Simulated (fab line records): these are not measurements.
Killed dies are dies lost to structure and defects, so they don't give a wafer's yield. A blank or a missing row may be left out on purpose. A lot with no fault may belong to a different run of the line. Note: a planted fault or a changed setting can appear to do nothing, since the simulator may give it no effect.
The tool behind it: which one?    flow gf180mcu    12 lots with 36 wafers sampled at 6 steps, on a route of 602 steps

## WHAT THE GAUGES READ, wafer by wafer
GF_V5_BOW_MEAS_05.
lot   measured      on            V5_BOW (um)
L075  day 26 20:49  filmMetro-03  149 136 162
L077  day 27 12:40  filmMetro-03  122 128 125
L079  day 28 10:49  filmMetro-03  112 134 134
L081  day 28 18:11  filmMetro-03  137 141 146
L083  day 29 08:45  filmMetro-03  141 149 146
L085  day 30 03:03  filmMetro-03  140 155 136
L087  day 30 17:19  filmMetro-04  138 153 155
L089  day 31 03:18  filmMetro-04  122 118 122
L091  day 31 18:39  filmMetro-03  140 136 131
L093  day 32 03:21  filmMetro-04  133 137 136
L095  day 32 15:23  filmMetro-04  159 144 151
L097  day 33 06:37  filmMetro-03  148 157 150

## WHICH TOOL RAN EACH LOT (tool, then ch and the chambers of the sampled wafers, then the start)
lot   GF_M4_SPUTTER_01             GF_M4_SPUTTER_04             GF_V4_SPUTTER_21             GF_MIM_SPUTTER_07            GF_MIM_METAL_ETCH_19
L075  pvdSputter-04, day 22 23:08  pvdSputter-04, day 22 23:13  pvdSputter-01, day 24 23:04  pvdSputter-02, day 25 00:04  rieMetal-01 ch 0, day 25 21:43
L077  pvdSputter-04, day 23 17:35  pvdSputter-04, day 23 17:41  pvdSputter-04, day 25 16:01  pvdSputter-03, day 25 17:01  rieMetal-02 ch 0,1, day 26 13:56
L079  pvdSputter-03, day 24 13:08  pvdSputter-03, day 24 13:13  pvdSputter-01, day 26 10:23  pvdSputter-01, day 26 11:35  rieMetal-03 ch 0,1, day 27 07:32
L081  pvdSputter-04, day 25 05:38  pvdSputter-04, day 25 05:44  pvdSputter-01, day 27 01:35  pvdSputter-03, day 27 02:35  rieMetal-02 ch 0,1, day 27 22:50
L083  pvdSputter-02, day 25 20:08  pvdSputter-02, day 25 20:14  pvdSputter-04, day 27 15:10  pvdSputter-03, day 27 16:12  rieMetal-01 ch 1, day 28 12:35
L085  pvdSputter-04, day 26 12:33  pvdSputter-04, day 26 12:38  pvdSputter-04, day 28 11:08  pvdSputter-03, day 28 12:08  rieMetal-03 ch 0, day 29 06:20
L087  pvdSputter-03, day 27 07:21  pvdSputter-03, day 27 07:26  pvdSputter-04, day 29 01:11  pvdSputter-02, day 29 02:12  rieMetal-03 ch 0,1, day 29 21:02
L089  pvdSputter-04, day 27 17:34  pvdSputter-04, day 27 17:38  pvdSputter-04, day 29 10:45  pvdSputter-02, day 29 12:00  rieMetal-01 ch 0, day 30 06:36
L091  pvdSputter-03, day 28 12:44  pvdSputter-03, day 28 12:49  pvdSputter-01, day 30 03:56  pvdSputter-01, day 30 04:56  rieMetal-02 ch 0,1, day 30 22:50
L093  pvdSputter-04, day 28 19:32  pvdSputter-04, day 28 19:38  pvdSputter-01, day 30 12:07  pvdSputter-01, day 30 13:07  rieMetal-02 ch 0,1, day 31 07:02
L095  pvdSputter-02, day 29 11:28  pvdSputter-02, day 29 11:33  pvdSputter-01, day 31 02:49  pvdSputter-03, day 31 03:49  rieMetal-02 ch 0,1, day 31 21:14
L097  pvdSputter-02, day 30 05:05  pvdSputter-02, day 30 05:10  pvdSputter-02, day 31 19:04  pvdSputter-02, day 31 20:04  rieMetal-01 ch 1, day 32 12:35
- GF_M4_SPUTTER_01: material TiN, target thk 30 nm, time 25 s.
- GF_M4_SPUTTER_04: material TiN, target thk 50 nm, time 41.7 s.
- GF_V4_SPUTTER_21: material Ti, target thk 15 nm, time 80.02 s.
- GF_MIM_SPUTTER_07: material TiN, target thk 60 nm, time 50 s.
- GF_MIM_METAL_ETCH_19: etches the open film in Cl2/BCl3, stops on Si3N4, target depth 324.5 nm, time 54.1 s.

## THE ANSWER, worked out from the rows above alone
Rule: the usual values come from the lots themselves. Put in order of their means at a reading, lots are off if they are a third of the lots or fewer, leave a main group of 4 or more, and stand apart from it by a gap of 3 or more times the standard deviation of the main group's means; of several such gaps the widest counts. A main group whose means are all the same, to the digits that the tables above print for the reading, isn't used. A lot without any number at a reading at which 4 lots or more have one is off too. Where the step has rows for the other lots, those lots are counted as sound.
Nothing can be told from this: no lot is off at any reading shown.

## WHAT THE SIMULATOR HAD PUT IN
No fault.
